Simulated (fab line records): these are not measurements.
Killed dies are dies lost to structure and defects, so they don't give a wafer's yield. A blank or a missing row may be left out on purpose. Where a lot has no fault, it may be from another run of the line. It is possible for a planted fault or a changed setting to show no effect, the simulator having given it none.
2 desks, one fault / flow sfqLine / every desk sees just its own numbers, and what lay behind them comes last

TOOL OWNER'S DESK, rieMetal-03
The tool's own readings at SFQ_TRILAYER_M4_ETCH_METAL_ETCH_096 (etches Nb in Cl2/Ar, stops on SiO2, target depth 240 nm, time 120 s): means of the sampled wafers that have a number, for each lot that ran on this tool. The brackets show how far a lot's mean lies from the usual mean; more than 4 standard deviations puts the lot out of limits, marked OUT.
Columns: A = drypumpMotorCurrentA at SFQ_TRILAYER_M4_ETCH_METAL_ETCH_096, usual 6.0 A; B = oesProductAu at SFQ_TRILAYER_M4_ETCH_METAL_ETCH_096, usual 0.894 a.u.
lot=L609; first seen here=day 59 11:22; A=6.0; B=0.894
lot=L611; first seen here=day 60 00:47; A=5.8; B=0.900
lot=L618; first seen here=day 63 02:04; A=6.0; B=0.898
lot=L619; first seen here=day 63 09:16; A=5.8; B=0.892
lot=L620; first seen here=day 63 14:04; A=6.0; B=0.888
Result from this desk: across the 5 lots, nothing is out of limits.

FROM THE METROLOGY DESK
What the gauges read for every lot (on any tool): the sampled wafers with a number, averaged. The brackets show how far a lot's mean lies from the usual mean; more than 4 standard deviations puts the lot out of limits, marked OUT.
Columns: A = M4_NB_RS at SFQ_M4_RS_MEAS_924, usual 0.891 ohm/sq; B = M4_OVL at SFQ_M4_OVL_MEAS_926, usual 1 nm
lot=L603; first seen here=day 51 22:45; A=0.890; B=2
lot=L609; first seen here=day 53 21:26; A=0.891; B=-4
lot=L611; first seen here=day 54 08:37; A=0.886; B=3
lot=L618; first seen here=day 57 11:14; A=0.892; B=1
lot=L619; first seen here=day 57 19:21; A=0.891; B=-0
lot=L620; first seen here=day 58 03:08; A=0.901; B=3
Result from this desk: across the 6 lots, nothing is out of limits.

BROUGHT TOGETHER
The tool owner's desk saw nothing out of limits.
The metrology desk saw nothing out of limits.

WHAT HAD BEEN PUT IN BY THE SIMULATOR
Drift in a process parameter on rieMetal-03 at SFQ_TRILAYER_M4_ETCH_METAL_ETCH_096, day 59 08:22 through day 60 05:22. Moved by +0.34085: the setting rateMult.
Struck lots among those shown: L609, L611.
